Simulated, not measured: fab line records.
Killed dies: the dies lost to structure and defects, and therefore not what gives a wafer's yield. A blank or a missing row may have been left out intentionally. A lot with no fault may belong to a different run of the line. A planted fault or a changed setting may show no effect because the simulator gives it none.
fab line records | flow sfqLine
record lots=14 wafers=42 lastDay=91
route steps=325 shown I6@276 I7@296 M8@323
lots untouched by any fault: they come from a run of this same line in which no faults occurred
startH: the number of hours between the record's first day and the start of the first shown wafer of the lot | waitH: how many hours have passed since the lot's step before this one | " unchanged from the row above | L1.1+2: several wafers, shown together as one row | - no value, or no start was given | * or withheld: withheld | < > ~ a bound
route shown NAME@n: NAME is a module with steps in the file, n the number in the route of the first one | usual: average and standard deviation across the fault-free wafers | same: alike in all rows | chamber/n: place in a boat | sites: readings site by site | _std_site: their standard deviation | _edge_site: mean of outer sites minus mean of inner sites | radiusMm: how far each site lies from the wafer's centre | mask NAME#n: copy n | behind: the tool/chamber that last shaped the wafer | hold: reason for holding the lot/hours on hold/outcome of the hold | device: the transistor (n, p or np) that didn't switch | end of line: the tests these same wafers got at the end of their route | a step without rows: its recipe alone | killed: the dies lost at the first sort to structure and to defects; this is not the yield of the wafer | map: the dies of a wafer, with x for killed, . for not killed, _ for no die there
set.NAME: the setting that was run; set.NAME@STEP: the one run at that earlier step | model.NAME: the simulator's own value behind a step, which no gauge read
a sample of lots followed through the steps of the route, with each step as a table and each wafer as a row
services: the hour from which a tool's chamber was out of use, counted from the record's first day as startH (under 0 if before that day), plus the number of hours and why
## steps
# step SFQ_I6_OVL_MEAS_942
# usual I6_OVL=-5/4.8
# columns lot.wafer tool chamber startH waitH I6_OVL[nm]
L371.1 overlay-01 - 1863.46 0.1 -10
L371.4 " - " " -9
L371.6 " - " " -1
L372.4 overlay-01 - 1870.68 0.1 0
L372.5 " - " " -2
L372.6 " - " " -7
L374.3 overlay-02 - 1901.27 0.1 -4
L374.5 " - " " -2
L374.6 " - " " -2
L375.1 overlay-02 - 1904.86 0.1 3
L375.2 " - " " 3
L375.3 " - " " 2
L376.1 overlay-02 - 1931.26 0.1 -5
L376.3 " - " " -5
L376.6 " - " " -9
L377.1 overlay-01 - 1933.66 0.1 -4
L377.4 " - " " -3
L377.5 " - " " -6
L378.3 overlay-01 - 1934.87 0.1 -5
L378.5 " - " " -5
L378.6 " - " " 0
L383.2 overlay-01 - 1943.27 0.1 -5
L383.3 " - " " -6
L383.4 " - " " -5
L384.1 overlay-01 - 1944.46 0.1 -8
L384.5 " - " " -7
L384.6 " - " " -6
L389.1 overlay-01 - 1991.26 0.1 3
L389.5 " - " " 3
L389.6 " - " " 5
L390.1 overlay-01 - 1992.46 0.1 -13
L390.4 " - " " -3
L390.6 " - " " -6
L391.1 overlay-01 - 1994.86 0.1 -8
L391.5 " - " " -7
L391.6 " - " " -7
L392.2 overlay-01 - 1997.27 0.1 -11
L392.4 " - " " -13
L392.5 " - " " -12
L393.2 overlay-01 - 1998.47 0.1 -2
L393.4 " - " " -5
L393.5 " - " " -9
# step SFQ_TRILAYER_I7_DEP_PECVD_183
# recipe material=SiO2 tempC=150 timeS=111.11 pressureTorr=2.4 rfW=183.3 precursor=SiH4/N2O targetThkNm=500
# usual chamberPressureTorr=2.400/0.0058 heaterPowerW=95/9.6 susceptorTempC=149.98/0.15 throttleValvePct=24.2/0.83
# columns lot.wafer tool chamber startH waitH chamberPressureTorr heaterPowerW susceptorTempC throttleValvePct
L371.1 pecvd-04 0 1893.36 0.0 2.388 97 149.84 23.4
L371.4 " 0 " " 2.400 80 149.97 23.3
L371.6 " 2 " " 2.395 92 150.13 23.8
L372.4 pecvd-01 2 1895.80 0.0 2.404 113 150.01 23.7
L372.5 " 1 " " 2.406 112 149.87 22.5
L372.6 " 0 " " 2.401 94 150.14 24.0
L374.3 pecvd-02 1 1911.36 0.0 2.397 78 149.96 25.3
L374.5 " 0 " " 2.402 104 149.77 23.6
L374.6 " 2 " " 2.404 102 150.07 25.2
L375.1 pecvd-02 0 1914.96 0.0 2.405 95 149.96 24.0
L375.2 " 1 " " 2.397 90 150.08 25.4
L375.3 " 2 " " 2.397 101 149.98 25.2
L376.1 pecvd-04 0 1936.39 0.0 2.402 93 150.02 23.2
L376.3 " 1 " " 2.391 88 149.80 24.6
L376.6 " 2 " " 2.392 92 150.23 24.2
L377.1 pecvd-01 1 1938.79 0.0 2.400 104 149.96 22.8
L377.4 " 1 " " 2.401 110 149.67 22.9
L377.5 " 2 " " 2.404 103 150.06 23.8
L378.3 pecvd-02 0 1939.99 0.0 2.404 101 149.68 23.9
L378.5 " 0 " " 2.396 100 149.97 23.8
L378.6 " 2 " " 2.409 103 150.01 25.4
L383.2 pecvd-02 1 1948.39 0.0 2.394 96 150.12 25.3
L383.3 " 2 " " 2.400 111 149.90 25.4
L383.4 " 2 " " 2.393 112 149.75 25.1
L384.1 pecvd-01 0 1949.59 0.0 2.395 97 149.92 24.5
L384.5 " 1 " " 2.402 106 149.78 23.0
L384.6 " 0 " " 2.398 101 150.05 24.5
L389.1 pecvd-02 2 1997.97 0.0 2.389 110 150.02 25.3
L389.5 " 0 " " 2.406 100 149.69 23.7
L389.6 " 1 " " 2.400 84 150.20 25.1
L390.1 pecvd-01 2 1999.16 0.0 2.396 105 149.76 23.9
L390.4 " 2 " " 2.398 109 149.84 24.3
L390.6 " 1 " " 2.405 109 149.91 23.1
L391.1 pecvd-04 1 2001.56 0.0 2.402 81 150.12 24.9
L391.5 " 2 " " 2.394 87 149.89 24.0
L391.6 " 1 " " 2.403 83 150.00 25.1
L392.2 pecvd-02 0 2002.76 0.0 2.393 104 149.79 23.9
L392.4 " 1 " " 2.398 77 149.98 25.5
L392.5 " 2 " " 2.404 94 150.07 25.4
L393.2 pecvd-04 1 2005.16 0.0 2.395 90 150.21 25.2
L393.4 " 2 " " 2.403 90 149.69 24.2
L393.5 " 0 " " 2.409 84 149.91 23.3
# step SFQ_TRILAYER_I7_CMP_CMP_184
# recipe material=SiO2 downForcePsi=3 platenRpm=60 padVelocityMS=0.94248
# usual motorCurrentA=9.7/0.92 timeToEndpointS=212/6.3
# columns lot.wafer tool chamber startH waitH motorCurrentA timeToEndpointS
L371.4 cmp-01 0 1894.04 0.6 8.7 214
L371.1 " 2 1895.04 1.6 9.6 217
L371.6 " 1 1896.54 3.1 8.9 218
L372.4 cmp-02 1 1895.84 0.0 10.3 213
L372.6 " 1 1897.84 2.0 10.0 223
L372.5 " 2 " " 9.9 213
L374.3 cmp-01 0 1916.86 5.5 8.2 216
L374.6 " 2 1917.86 6.4 9.8 226
L374.5 " 3 " " 10.3 220
L375.2 cmp-02 2 1919.84 4.8 10.0 208
L375.3 " 0 1920.84 5.8 10.4 203
L375.1 " 1 " " 10.7 202
L376.3 cmp-02 1 1936.96 0.5 10.5 210
L376.1 " 3 1937.96 1.5 10.8 204
L376.6 " 1 1938.96 2.5 9.8 206
L377.4 cmp-01 1 1938.86 0.0 9.3 215
L377.1 " 3 1939.86 1.0 10.2 208
L377.5 " 1 1940.86 2.0 9.1 215
L378.3 cmp-02 2 1940.06 0.0 9.4 201
L378.6 " 2 1942.06 2.0 10.3 213
L378.5 " 3 " " 11.4 207
L383.3 cmp-02 0 1949.66 1.2 9.9 204
L383.2 " 1 " " 10.4 204
L383.4 " 3 1951.28 2.8 11.0 210
L384.1 cmp-01 2 1952.78 3.2 9.9 209
L384.5 " 0 1953.78 4.1 8.2 217
L384.6 " 1 " " 9.0 215
L389.1 cmp-01 3 2001.11 3.1 10.0 208
L389.5 " 0 " " 7.6 202
L389.6 " 1 " " 8.9 217
L390.4 cmp-02 1 2002.85 3.6 10.6 208
L390.1 " 2 " " 9.8 275
L390.6 " 3 " " 10.7 216
L392.2 cmp-01 1 2005.61 2.8 8.7 206
L392.4 " 3 2006.61 3.8 10.3 213
L392.5 " 2 2008.11 5.3 9.4 220
L391.1 cmp-02 0 2005.85 4.2 10.1 277
L391.5 " 2 2006.85 5.2 9.3 215
L391.6 " 3 " " 11.5 220
L393.2 cmp-01 2 2009.61 4.4 9.6 209
L393.4 " 3 " " 10.4 214
L393.5 " 1 2011.11 5.9 8.7 217
# step SFQ_TRILAYER_I7_METRO_MEASURE_185
# usual thkNm=199.3/0.83
# columns lot.wafer tool chamber startH waitH thkNm
L371.1 filmMetro-04 - 1897.16 0.1 200.6
L371.4 " - " " 199.7
L371.6 " - " " 199.9
L372.4 filmMetro-03 - 1899.56 0.6 197.9
L372.5 " - " " 198.6
L372.6 " - " " 198.1
L374.3 filmMetro-01 - 1919.38 0.5 199.8
L374.5 " - " " 198.1
L374.6 " - " " 200.2
L375.1 filmMetro-04 - 1922.96 0.1 199.7
L375.2 " - " " 198.9
L375.3 " - " " 198.7
L376.1 filmMetro-01 - 1939.58 0.1 198.9
L376.3 " - " " 198.3
L376.6 " - " " 198.2
L377.1 filmMetro-04 - 1941.98 0.1 199.6
L377.4 " - " " 200.0
L377.5 " - " " 200.5
L378.3 filmMetro-01 - 1943.58 0.5 199.9
L378.5 " - " " 200.1
L378.6 " - " " 198.5
L383.2 filmMetro-01 - 1953.21 0.3 199.6
L383.3 " - " " 198.7
L383.4 " - " " 198.9
L384.1 filmMetro-03 - 1954.90 0.1 199.1
L384.5 " - " " 199.1
L384.6 " - " " 200.3
L389.1 filmMetro-04 - 2002.73 0.1 200.1
L389.5 " - " " 199.5
L389.6 " - " " 199.0
L390.1 filmMetro-03 - 2004.97 0.1 303.6
L390.4 " - " " 199.8
L390.6 " - " " 200.5
L391.1 filmMetro-04 - 2007.97 0.1 305.1
L391.5 " - " " 198.4
L391.6 " - " " 200.4
L392.2 filmMetro-03 - 2008.93 0.3 199.4
L392.4 " - " " 197.4
L392.5 " - " " 198.0
L393.2 filmMetro-01 - 2011.93 0.3 198.6
L393.4 " - " " 198.6
L393.5 " - " " 200.0
# step SFQ_TRILAYER_I7_VIA_ETCH_VIA_ETCH_190
# recipe target=SiO2 stopOn=Nb maskMaterial=PR taperDeg=20 chemistry=CHF3 targetDepthNm=260 sourceW=500 biasW=80 pressureMtorr=30 timeS=withheld
# usual drypumpMotorCurrentA=5.7/0.36 oesProductAu=0.853/0.0053
# columns lot.wafer tool chamber startH waitH drypumpMotorCurrentA oesProductAu
L371.1 rieDiel-04 3 1985.34 0.0 5.9 0.854
L371.4 " 2 " " 5.5 0.850
L371.6 " 1 " " 6.2 0.843
L372.4 rieDiel-01 0 1987.74 0.0 6.3 0.852
L372.5 " 1 " " 5.4 0.849
L372.6 " 2 " " 5.5 0.853
L374.3 rieDiel-02 0 2009.34 0.0 5.9 0.848
L374.5 " 1 " " 5.2 0.848
L374.6 " 2 " " 5.9 0.861
L375.1 rieDiel-02 2 2017.44 0.0 5.9 0.846
L375.2 " 1 " " 5.2 0.852
L375.3 " 0 " " 5.9 0.851
L376.1 rieDiel-01 0 2035.44 0.0 6.2 0.859
L376.3 " 1 " " 5.4 0.847
L376.6 " 0 " " 6.3 0.855
L377.1 rieDiel-04 3 2037.84 0.0 5.9 0.858
L377.4 " 2 " " 5.5 0.857
L377.5 " 3 " " 5.9 0.859
L378.3 rieDiel-02 2 2039.04 0.0 5.9 0.854
L378.5 " 1 " " 5.2 0.853
L378.6 " 0 " " 5.9 0.859
L383.2 rieDiel-02 2 2048.64 0.0 5.9 0.845
L383.3 " 1 " " 5.1 0.854
L383.4 " 3 " " 6.2 0.844
L384.1 rieDiel-01 2 2053.44 0.0 5.5 0.851
L384.5 " 0 " " 6.2 0.858
L384.6 " 3 " " 5.4 0.854
L389.1 rieDiel-02 2 2091.42 0.0 5.9 0.853
L389.5 " 0 " " 5.9 0.851
L389.6 " 1 " " 5.2 0.848
L390.1 rieDiel-04 1 2092.62 0.0 6.2 1.005
L390.4 " 0 " " 5.5 0.856
L390.6 " 0 " " 5.4 0.855
L391.1 rieDiel-01 3 2095.02 0.0 5.4 1.009
L391.5 " 2 " " 5.5 0.845
L391.6 " 1 " " 5.4 0.860
L392.2 rieDiel-02 3 2096.22 0.0 6.2 0.848
L392.4 " 2 " " 5.9 0.839
L392.5 " 1 " " 5.2 0.837
L393.2 rieDiel-04 3 2098.62 0.0 5.9 0.856
L393.4 " 2 " " 5.4 0.851
L393.5 " 3 " " 6.0 0.851
# step SFQ_M8_THK_MEAS_950
# recipe thkMeasGauge=xrf reads=Au_of_TRILAYER_M8_DEP_EVAP_196
# usual M8_AU_THK=184.5/2
# columns lot.wafer tool chamber startH waitH M8_AU_THK[nm]
L371.1 filmMetro-04 - 1991.71 0.1 180.6
L371.4 " - " " 180.3
L371.6 " - " " 181.7
L372.4 filmMetro-02 - 1994.14 0.1 184.9
L372.5 " - " " 188.0
L372.6 " - " " 186.1
L374.3 filmMetro-01 - 2015.87 0.1 186.2
L374.5 " - " " 187.7
L374.6 " - " " 184.8
L375.1 filmMetro-02 - 2107.96 0.1 183.6
L375.2 " - " " 185.3
L375.3 " - " " 186.4
L376.1 filmMetro-01 - 2125.96 0.1 183.5
L376.3 " - " " 185.5
L376.6 " - " " 184.7
L377.1 filmMetro-01 - 2128.36 0.1 184.6
L377.4 " - " " 186.1
L377.5 " - " " 183.6
L378.3 filmMetro-04 - 2129.58 0.1 182.3
L378.5 " - " " 185.1
L378.6 " - " " 184.2
L383.2 filmMetro-01 - 2142.77 0.1 186.1
L383.3 " - " " 183.5
L383.4 " - " " 187.6
L384.1 filmMetro-01 - 2146.36 0.1 185.1
L384.5 " - " " 182.6
L384.6 " - " " 184.1
L389.1 filmMetro-04 - 2177.10 0.1 184.0
L389.5 " - " " 181.6
L389.6 " - " " 183.6
L390.1 filmMetro-04 - 2178.30 0.1 182.6
L390.4 " - " " 183.0
L390.6 " - " " 182.3
L391.1 filmMetro-04 - 2180.70 0.1 183.4
L391.5 " - " " 181.6
L391.6 " - " " 182.6
L392.2 filmMetro-01 - 2181.91 0.1 184.5
L392.4 " - " " 183.7
L392.5 " - " " 184.3
L393.2 filmMetro-01 - 2183.11 0.1 185.9
L393.4 " - " " 183.9
L393.5 " - " " 185.7
## services
# columns tool chamber startH hours kind
filmMetro-03 - 1872.08 3.0 pm
cmp-01 - 1872.22 0.3 repair
cmp-02 - 1872.40 1.5 repair
filmMetro-04 - 1875.92 12.7 pm
rieDiel-02 1 1884.70 3.0 repair
filmMetro-01 - 1888.59 0.5 pm
cmp-01 - 1903.64 5.6 pm
cmp-01 - 1914.23 1.6 repair
rieDiel-02 1 1929.05 21.4 repair
filmMetro-04 - 1943.18 1.6 pm
cmp-02 - 1952.89 4.0 pm
cmp-01 - 1978.03 3.6 repair
filmMetro-01 - 1997.93 1.4 pm
pecvd-02 0 2003.96 10.7 repair
rieDiel-02 - 2007.08 0.6 repair
cmp-01 - 2012.91 1.6 repair
filmMetro-04 - 2021.68 1.2 pm
cmp-01 - 2045.18 2.0 repair
cmp-02 - 2053.64 1.5 repair
pecvd-02 - 2055.75 14.0 pm
rieDiel-02 0 2062.10 8.3 repair
filmMetro-01 - 2077.90 0.2 pm
cmp-02 - 2078.98 15.9 pm
filmMetro-04 - 2079.67 0.4 pm
## key
firstSign step=SFQ_TRILAYER_I7_CMP_CMP_184 reading=timeToEndpointS direction=up sigmas=10 usual=* struck=*
effect step=SFQ_TRILAYER_I7_METRO_MEASURE_185 reading=thkNm direction=up sigmas=99+ usual=199.3 struck=304.4
effect step=SFQ_TRILAYER_I7_VIA_ETCH_VIA_ETCH_190 reading=oesProductAu direction=up sigmas=29 usual=0.853 struck=1.007
metAt SFQ_TRILAYER_I7_CMP_CMP_184
struckLots L390,L391
struckWafers L390.1,L391.1
notActingAt SFQ_I6_OVL_MEAS_942,SFQ_TRILAYER_I7_DEP_PECVD_183,SFQ_M8_THK_MEAS_950
onsetBetween 1949.66 2002.85
fault kind=processParameterDrift tool=cmp-02 chamber=- onsetH=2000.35 steps=SFQ_TRILAYER_I7_CMP_CMP_184 channel=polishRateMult offset=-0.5 shape=step endH=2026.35 scope=struckWafersOnly
